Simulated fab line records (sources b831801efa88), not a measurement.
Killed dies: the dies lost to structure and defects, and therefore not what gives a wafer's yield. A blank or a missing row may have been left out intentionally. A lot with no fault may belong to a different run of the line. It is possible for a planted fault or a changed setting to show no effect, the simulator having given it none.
Which tool did it? / flow sky130 / 6 lots with 18 wafers sampled at 2 steps, on a route of 708 steps

WHAT THE GAUGES READ, wafer by wafer
SKY_SD_N_RS_MEAS_16: a four-point-probe measurement.
lot=L106; measured=day 28 18:07; on=film metro-04; SD_N_RS (ohm/sq)=68.66 68.58 68.53
lot=L109; measured=day 29 17:53; on=film metro-04; SD_N_RS (ohm/sq)=68.50 68.50 68.51
lot=L115; measured=day 31 20:24; on=film metro-03; SD_N_RS (ohm/sq)=68.66 68.73 68.66
lot=L118; measured=day 32 17:02; on=film metro-02; SD_N_RS (ohm/sq)=71.42 71.33 71.39
lot=L121; measured=day 33 19:26; on=film metro-03; SD_N_RS (ohm/sq)=68.80 68.68 68.78
lot=L125; measured=day 34 21:25; on=film metro-04; SD_N_RS (ohm/sq)=68.68 68.58 68.49

WHICH TOOL RAN EACH LOT (tool, then ch and the chambers of the sampled wafers, then the start)
lot=L106; SKY_SD_N_RTA_14=rtp anneal-01 ch 0, day 28 17:56
lot=L109; SKY_SD_N_RTA_14=rtp anneal-02 ch 0, day 29 17:43
lot=L115; SKY_SD_N_RTA_14=rtp anneal-02 ch 0, day 31 20:10
lot=L118; SKY_SD_N_RTA_14=rtp anneal-01 ch 0, day 32 16:51
lot=L121; SKY_SD_N_RTA_14=rtp anneal-02 ch 0, day 33 19:14
lot=L125; SKY_SD_N_RTA_14=rtp anneal-02 ch 0, day 34 21:15
- SKY_SD_N_RTA_14: time 2 s.

THE ANSWER, worked out from the rows above alone
Rule: what is usual is taken from the lots themselves. The widest of any qualifying gaps counts: lots, ordered by their means at a reading, are off when they make up no more than a third of the lots, leave a main group of 4 or more, and stand apart from it by 3 or more times the standard deviation of that group's means. A main group is skipped when, at the precision printed for the reading in the tables above, its means are all equal. Also off: a lot with no number at a reading for which 4 or more lots have one. Where the step has rows for the other lots, those lots are counted as sound.
Off: at SKY_SD_N_RS_MEAS_16 (SD_N_RS), L118. For the main group the mean is 68.62 ohm/sq and the standard deviation 0.087.
If a tool, at a process step before that reading, ran all the lots that are off and no sound lot after the first of them, it fits. Gauges at SKY_SD_N_RS_MEAS_16: tried the same way as those tools. This does not decide it: 2 tools fit, namely rtp anneal-01 at SKY_SD_N_RTA_14 and film metro-02 at SKY_SD_N_RS_MEAS_16.

WHAT HAD BEEN PUT IN BY THE SIMULATOR
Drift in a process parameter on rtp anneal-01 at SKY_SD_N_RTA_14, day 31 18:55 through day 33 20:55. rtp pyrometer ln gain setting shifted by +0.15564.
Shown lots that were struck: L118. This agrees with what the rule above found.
